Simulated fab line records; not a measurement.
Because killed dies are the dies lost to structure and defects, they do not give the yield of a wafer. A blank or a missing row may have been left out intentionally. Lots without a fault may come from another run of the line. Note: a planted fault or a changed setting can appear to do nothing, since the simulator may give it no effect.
Code-filled problem report in 8D (eight disciplines) form    flow sky130    the parts of the form that need people (team, actions taken, sign-off) are left out

1. THE ISSUE
At SKY_VIA3_ETCH_14, biasW averages 77.15 W over 6 wafers from 2 lots, while fault-free wafers read 99.98 W, standard deviation 0.29. Relative to the usual mean, that is a shift of -79 standard deviations.
The step: etches BARC in N2/H2, stops on SiO2, time 45.9 s, target depth 60 nm.
First seen on wafer L617.1, day 43 16:17, on rieDiel-02. The record holds 33 wafers of 11 lots with a number at this step. Rule for "out", or "out of limits": more than 4 standard deviations from the usual mean. The other wafers with a number count as sound.

2. WHAT IT IS; WHAT IT IS NOT
question                     is                      is not
which readings at this step  biasW                   chamberPressureMTorr, drypumpMotorCurrentA, throttleValvePct
which lots                   L617, L621              L604, L607, L610, L612, L613, L614, L615, L626, L627
which wafers of those lots   all that have a number  -
read on which tools          rieDiel-02              rieDiel-01, rieDiel-03
when                         from day 43 16:17       up to then (21 sound wafers); but 6 sound wafers of L626, L627 came after

3. WHAT RULES OUT EACH SUSPECT
Counting: a tool at a process step up to the reading stays a suspect if it ran every lot that is out and no sound lot after the first of them.
- cmp-01 at SKY_VIA3_CMP_02 (polishes SiO2): ruled out as a lasting fault. After its first lot that is out, L617 (day 42 16:23), sound lots L627 ran on it.
- rieDiel-02 at SKY_VIA3_ETCH_14 (etches BARC in N2/H2, stops on SiO2, time 45.9 s, target depth 60 nm): kept. It processed each lot that is out, first L617 at day 43 16:17, and no sound lot thereafter; up to then, the last sound lot it processed was L615 at day 43 05:10. On those wafers its own readings are out: biasW.
The count leaves rieDiel-02 at SKY_VIA3_ETCH_14.

4. THE CAUSE (what the simulator had put in)
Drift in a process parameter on rieDiel-02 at SKY_VIA3_ETCH_14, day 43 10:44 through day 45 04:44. A move of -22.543 in setting biasW, from 100. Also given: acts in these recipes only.
Counting left only this tool.

5. SEQUENCE OF EFFECTS, ordered by route
Each row: a reading where the mean over the struck wafers with a number is more than 3 standard deviations away from the usual. Scope: only readings with a usual standard deviation given in the record; hours: median across lots of the time from each lot's start at the first step in this table that gives one to its start at this step; sigmas: change in usual standard deviations.
hours  step              reading  usual    on struck wafers  change  sigmas
0      SKY_VIA3_ETCH_14  biasW    99.98 W  77.15             -22.83  -79
Process steps it contains:
- SKY_VIA3_ETCH_14: etches BARC in N2/H2, stops on SiO2, time 45.9 s, target depth 60 nm.

6. WHAT WOULD HAVE CAUGHT IT SOONER
The fault began at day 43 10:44; the first out-of-limits reading in this record came at day 43 16:17, 6 hours later.
